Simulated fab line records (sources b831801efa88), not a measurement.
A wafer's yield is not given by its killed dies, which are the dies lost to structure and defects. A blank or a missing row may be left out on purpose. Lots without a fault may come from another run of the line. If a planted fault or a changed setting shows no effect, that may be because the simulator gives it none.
What tool caused it?    flow sky130    7 lots, 21 wafers sampled, at 2 steps of a route of 708

== WHAT EACH GAUGE READ, for each wafer ==
SKY_SD_P_OVL_MEAS_08.
lot   measured      on          SD_P_OVL (nm)
L937  day 26 04:51  overlay-01  -0.4 -0.5 -1.0
L940  day 27 04:30  overlay-02  -2.3 -2.4 -3.5
L942  day 27 19:35  overlay-01  -0.5 -0.5 -1.9
L954  day 31 19:12  overlay-02  0.1 2.7 1.6
L956  day 32 11:12  overlay-02  -2.3 -1.4 -0.8
L959  day 33 07:32  overlay-02  -0.6 0.1 -1.5

== EACH LOT AND THE TOOL THAT RAN IT (in order: tool; ch and the chambers of the sampled wafers; start) ==
lot   SKY_GATE_OXIDE_OXIDATION_01
L937  furnace-02 ch 0, day 12 23:23
L940  furnace-02 ch 0, day 14 06:45
L942  furnace-01 ch 0, day 14 17:32
L945  furnace-01, day 15 23:04
L954  furnace-01 ch 0, day 18 23:19
L956  furnace-02 ch 0, day 19 15:50
L959  furnace-02 ch 0, day 20 15:11
- SKY_GATE_OXIDE_OXIDATION_01: stabilise 600 s, purge 300 s, target thk 10.268 nm.

== THE ANSWER, worked out from the rows above alone ==
Rule: usual is defined by the lots themselves. Put in order of their means at a reading, lots are off if they are a third of the lots or fewer, leave a main group of 4 or more, and stand apart from it by a gap of 3 or more times the standard deviation of the main group's means; of several such gaps the widest counts. If all means in a main group match to the digits the tables above print for the reading, that group is not used. A lot without any number at a reading at which 4 lots or more have one is off too. The other lots that the step has rows for count as sound.
None of the lots is off at any reading shown; this tells nothing.

== WHAT THE SIMULATOR PUT IN ==
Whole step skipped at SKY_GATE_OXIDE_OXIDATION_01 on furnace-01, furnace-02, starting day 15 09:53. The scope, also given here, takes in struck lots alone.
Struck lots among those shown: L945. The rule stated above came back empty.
